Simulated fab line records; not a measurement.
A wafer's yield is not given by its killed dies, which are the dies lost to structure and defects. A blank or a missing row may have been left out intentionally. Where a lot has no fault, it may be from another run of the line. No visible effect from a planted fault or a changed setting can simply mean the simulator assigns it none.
A struck lot beside a sound one -- flow sky130 -- 15 out of 708 route steps
Sound: the wafers L552.3, L552.5, L552.6. Struck: wafers L542.2, L542.6 (left out: L542.4, a lot-mate that was not struck); the cause follows at the end.
At each step with rows: each side's tool, then ch and its chambers, then its first start. Under that, the readings that differ: sound wafers -- struck wafers -- difference of the means -- sigmas: that difference in standard deviations of wafers without a fault.
alike: readings with means less than 2 such deviations apart, plus words and numbers identical on both sides. not compared: withheld readings, readings lacking a value on some wafer, bounds such as >300 that could conceal the same value, and numbers that have no deviation in the record and whose values overlap.
The two part at a step that has a row with sigmas, a row that says differs or no value, or rows on one side only. When numbers do not overlap yet have no deviation, they are printed without sigmas and do not part them. A reading missing from all wafers of one side parts the sides only when that side holds two or more wafers.

first, 4 steps without rows for these wafers: SKY_VIA3_STRIP_16 (strips in O2/N2); SKY_VIA3_STRIP_17 (strips in post etch residue remover, time 1200 s); SKY_VIA3_CLEAN_18 (cleans in IPA, time 180 s); SKY_VIA3_CLEAN_19 (cleans in O3/DIW).
SKY_VIA3_SPUTTER_20: material TiN, target thk 20 nm, time 80 s.
  sound on pvd-sputter-03 at day 46 08:22; struck on pvd-sputter-02 at day 43 03:17
  alike: throttle-valve-pct
SKY_VIA3_CVD_21: deposits W, target thk 390 nm, time 117.31 s.
  sound on cvd-w-02 ch 0,1, day 46 08:29; struck on cvd-w-01 ch 0,1, day 43 03:20
  alike: heater-power-w
SKY_VIA3_RS_MEAS_22: measures by four-point-probe.
  sound on film-metro-03 at day 46 08:36; struck on film-metro-04 at day 43 03:29
  alike: VIA3_W_RS
SKY_VIA3_THK_MEAS_23: measures by xrf.
  sound on film-metro-03 at day 46 08:42; struck on film-metro-04 at day 43 03:36
  alike: VIA3_W_THK
SKY_VIA3_CMP_24: polishes, stops on SiO2, t overpolish 20 s, target thk 0 nm.
  sound on cmp-02 ch 0,1,3, day 46 08:53; struck on cmp-02 ch 0,3, day 43 03:39
  alike: motor-current-A, overpolish-run-s, retaining-ring-pressure-frac, slurry-filter-dp-kPa, time-to-endpoint-s
SKY_METAL4_SPUTTER_00: material Ti, target thk 15 nm, time 10 s.
  sound on pvd-sputter-04 at day 46 09:02; struck on pvd-sputter-01 at day 43 03:57
  alike: throttle-valve-pct
SKY_METAL4_SPUTTER_01: material TiN, target thk 20 nm, time 16.7 s.
  sound on pvd-sputter-04 at day 46 09:04; struck on pvd-sputter-01 at day 43 03:58
  alike: throttle-valve-pct
then, 1 step without rows for these wafers: SKY_METAL4_SPUTTER_02 (material AlCu, target thk 735 nm, time 39.1 s).
SKY_METAL4_SPUTTER_03: material Ti, target thk 5 nm, time 3.3 s.
  sound on pvd-sputter-04 at day 46 09:07; struck on pvd-sputter-01 at day 43 04:02
reading,sound,struck,difference,sigmas
model.Ti_of_METAL4_SPUTTER_03.thk-nm (nm),4.98 4.944 4.987,3.93 3.831,-1.09,
  alike: throttle-valve-pct
then, 1 step without rows for these wafers: SKY_METAL4_SPUTTER_04 (material TiN, target thk 70 nm, time 58.3 s).
-- the record jumps here: 5 days lie between the struck wafers' starts before and after (it left off in module METAL4 and takes up again in module PAD_OPEN, whose first step shown is number 708 of the route) --
SKY_PAD_OPEN_PROBE_99:
  sound on prober-02 at day 51 01:55; struck on prober-01 at day 48 14:15
  alike: defect-limited-yield, killed_at_M0_to_M3, killed_at_M4_up, killed-at-contacts, killed-at-front-end, killed-at-other, killed-dies, killed-on-rim, killed-open, killed-short, sort_bin_3_pad_short, sort_bin_5_function, sort_bin_6_memory, sort-n-pass, sort-yield-pct

WHERE THEY PART
Nowhere in this record.

WHY: what had been put in by the simulator
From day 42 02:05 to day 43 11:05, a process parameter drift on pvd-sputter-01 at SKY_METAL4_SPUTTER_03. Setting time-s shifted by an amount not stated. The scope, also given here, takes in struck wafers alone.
